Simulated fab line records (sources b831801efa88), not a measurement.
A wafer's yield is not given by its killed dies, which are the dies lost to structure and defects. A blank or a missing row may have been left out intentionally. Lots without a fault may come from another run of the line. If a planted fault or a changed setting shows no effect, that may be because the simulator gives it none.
Matching of chambers / flow sky130 / SKY_VIA2_CMP_02 on cmp-02: 4 sister chambers
The step polishes SiO2. 4 wafers are shown with their chamber, then 9 later ones without.

== WAFERS, EACH WITH ITS CHAMBER ==
wafer=L685.3; chamber=2; motor-current-A (A)=12.1
wafer=L691.1; chamber=0; motor-current-A (A)=12.6
wafer=L691.4; chamber=3; motor-current-A (A)=10.6
wafer=L691.5; chamber=1; motor-current-A (A)=11.6

== WAFERS WITHOUT THEIR CHAMBER ==
wafer=L692.2; motor-current-A (A)=11.9
wafer=L692.3; motor-current-A (A)=12.3
wafer=L692.4; motor-current-A (A)=10.4
wafer=L693.1; motor-current-A (A)=11.9
wafer=L693.2; motor-current-A (A)=11.7
wafer=L693.4; motor-current-A (A)=10.3
wafer=L694.1; motor-current-A (A)=12.0
wafer=L694.4; motor-current-A (A)=12.5
wafer=L694.6; motor-current-A (A)=10.8

== WHICH CHAMBER EACH ONE RAN IN ==
wafer=L692.2; from the rows above=can't be placed: 2 or 1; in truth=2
wafer=L692.3; from the rows above=can't be placed: 2 or 0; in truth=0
wafer=L692.4; from the rows above=3; in truth=3
wafer=L693.1; from the rows above=can't be placed: 2 or 1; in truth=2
wafer=L693.2; from the rows above=can't be placed: 1 or 2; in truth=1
wafer=L693.4; from the rows above=3; in truth=3
wafer=L694.1; from the rows above=can't be placed: 2 or 1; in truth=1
wafer=L694.4; from the rows above=can't be placed: 0 or 2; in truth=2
wafer=L694.6; from the rows above=3; in truth=3
Correctly placed: 3 of 9. These rows do not allow placing 6 (true chamber among the candidates in 6). Placed wrongly: 0.
How it was worked out, from the rows above alone: a wafer's distance from a chamber is the root of the sum, over the readings, of the square of ((its reading less the chamber's mean) divided by the reading's scatter). The wafer belongs to the nearest chamber; if the next one is less than 2 further off, it can't be placed. The mean given for a chamber averages the wafers shown for that chamber. The scatter: root of mean squared gap, hidden wafer to nearest shown wafer, with one shown wafer a chamber.
